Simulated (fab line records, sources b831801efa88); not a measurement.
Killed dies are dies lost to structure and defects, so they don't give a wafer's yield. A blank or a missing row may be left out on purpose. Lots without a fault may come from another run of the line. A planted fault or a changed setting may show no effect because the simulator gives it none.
A struck lot beside a sound one | flow sky130 | 27 steps out of a route of 708
Sound: wafers L324.3, L324.5, L324.6. Struck: wafers L333.3, L333.4, L333.5. The cause comes at the end.
At each step with rows: each side's tool, then ch and its chambers, then its first start. Under that, the readings that differ: sound wafers | struck wafers | difference of the means | sigmas: that difference in standard deviations of wafers without a fault.
alike: readings whose means differ by less than 2 such deviations, and words and numbers that are the same on both sides. not compared: withheld readings, readings that some wafer has no value for, bounds like >300 that may hide the same value, and numbers for which the record gives no deviation and whose values overlap.
The two part at a step that has a row with sigmas, a row that says differs or no value, or rows on one side only. Numbers that don't overlap but have no deviation are shown without sigmas and don't part them. A reading that every wafer of one side lacks parts them only if that side has two wafers or more.

first, 5 steps without rows for these wafers: SKY_GATE_OXIDE_COAT_05 (resist thk 1140 nm); SKY_GATE_OXIDE_SOFTBAKE_06 (time 58.68 s); SKY_GATE_OXIDE_EXPOSE_07 (exposes mask LVOM, target cd 600 nm); SKY_GATE_OXIDE_PEB_08; SKY_GATE_OXIDE_DEVELOP_09 (develop time 60 s).
SKY_GATE_OXIDE_OVL_MEAS_10:
  sound on overlay-01, day 15 13:32; struck on overlay-02, day 18 17:29
  alike: GATE_OXIDE_OVL
then, 2 steps without rows for these wafers: SKY_GATE_OXIDE_IMPLANT_11; SKY_GATE_OXIDE_WET_ETCH_12 (etches SiO2 in dHF, target depth 16.8 nm, time 336 s).
SKY_GATE_OXIDE_STRIP_13: strips in O2/N2.
  sound on plasma_asher-04 ch 0,1, day 15 13:52; struck on plasma_asher-04 ch 0,1, day 18 17:49
  alike: drypump_motor_current_A, oes_product_au, strip_time_to_endpoint_s
  not compared: rf_hours_counter_h
SKY_GATE_OXIDE_TW_MEAS_14:
  sound on film_metro-01, day 15 13:56; struck on film_metro-02, day 18 17:53
  alike: GATE_OXIDE_TW
then, 2 steps without rows for these wafers: SKY_GATE_OXIDE_CLEAN_15 (cleans in SC1/SC2, time 150 s); SKY_GATE_OXIDE_OXIDATION_16 (stabilise 600 s, purge 300 s, target thk 3.57 nm).
SKY_POLY_GATE_CVD_00: deposits poly-Si, target thk 180 nm, time 720 s.
  sound on lpcvd-01 ch 1, day 15 15:34; struck on lpcvd-01 ch 1, day 18 21:34
  reading                                       | sound             | struck            | difference | sigmas
  model.poly-Si_of_POLY_GATE_CVD_00.thk_nm (nm) | 176.6 179.5 179.3 | 254.9 255.6 255.4 | +76.8      |
  alike: spike_tc_centre_C, spike_tc_lower_C
SKY_POLY_GATE_THK_MEAS_01:
  sound on film_metro-03, day 15 16:47; struck on film_metro-02, day 18 23:23
  reading                   | sound             | struck            | difference | sigmas
  POLY_GATE_CVD_00_THK (nm) | 176.6 179.6 179.4 | 254.9 255.7 255.2 | +76.7      | +48
then, 8 steps without rows for these wafers: SKY_RES_PROTECT_DEHYDRATE_00 (time 60 s); SKY_RES_PROTECT_HMDS_01 (prime time 60 s); SKY_RES_PROTECT_COAT_02 (resist thk 1140 nm); SKY_RES_PROTECT_SOFTBAKE_03 (time 60 s); SKY_RES_PROTECT_EXPOSE_04 (exposes mask RPM, target cd 1270 nm); SKY_RES_PROTECT_PEB_05; SKY_RES_PROTECT_DEVELOP_06 (develop time 60 s); SKY_POLY_GATE_IMPLANT_02.
SKY_RES_PROTECT_STRIP_07: strips in O2/N2.
  sound on plasma_asher-04 ch 0,1, day 16 21:13; struck on plasma_asher-02 ch 0,1, day 20 06:49
  alike: drypump_motor_current_A, oes_product_au, strip_time_to_endpoint_s
  not compared: rf_hours_counter_h
SKY_RES_PROTECT_TW_MEAS_08:
  sound on film_metro-01, day 16 21:19; struck on film_metro-04, day 20 06:55
  alike: POLY_GATE_TW
SKY_RES_PROTECT_CLEAN_09: cleans in SC1/SC2, time 150 s.
  sound on wet_bench-01 ch 2, day 16 21:21; struck on wet_bench-03 ch 3, day 20 06:57
  reading                                       | sound             | struck          | difference | sigmas
  bath_heat_duty_pct (%)                        | 13.9 13.8 13.6    | 16.6 17.4 17.5  | +3.4       | +2
  model.poly-Si_of_POLY_GATE_CVD_00.thk_nm (nm) | 175.9 178.8 178.7 | 254.2 255 254.8 | +76.9      |
then, 1 step without rows for these wafers: SKY_POLY_GATE_CVD_03 (deposits Si3N4 from DCS/NH3, target thk 75 nm, time 1290 s).
-- the record jumps here: 29 days lie between the struck wafers' starts before and after (it left off in module POLY_GATE and takes up again in module PAD_OPEN, whose first step shown is number 708 of the route) --
SKY_PAD_OPEN_PROBE_99:
  sound on prober-01, day 47 01:46; struck on prober-02, day 49 06:04
  reading                              | sound             | struck            | difference | sigmas
  model.etest.res_xhigh_po.line_ohm_um | 5950 5801 6019    | 6731 6613 6830    | +801       |
  model.etest.res_xhigh_po.rs_ohm_sq   | 2050 2072 2113    | 2328 2379 2354    | +275       |
  model.etest.tip_sonos.rs_ohm_sq      | 2677 2735 2703    | 2953 2912 2966    | +239       |
  model.etest.res_high_po.line_ohm_um  | 772.1 753.7 773.8 | 618 618 632.5     | -144       |
  model.etest.licon_high_po.rc_ohm     | 365.9 358.6 358.4 | 418.1 426.4 416.3 | +59.3      |
  model.etest.res_poly.line_ohm_um     | 550.1 502 526.1   | 416.9 395.1 413.2 | -117.7     |
  model.etest.res_high_po.rs_ohm_sq    | 267.4 265 270.7   | 217.3 219.9 218.6 | -49.1      |
  model.etest.licon_poly.rc_ohm        | 152.1 151 148     | 168.6 169.5 173.9 | +20.3      |

WHERE THEY PART
First at SKY_POLY_GATE_THK_MEAS_01; last, within this record, at SKY_RES_PROTECT_CLEAN_09.

WHY: what the simulator had put in
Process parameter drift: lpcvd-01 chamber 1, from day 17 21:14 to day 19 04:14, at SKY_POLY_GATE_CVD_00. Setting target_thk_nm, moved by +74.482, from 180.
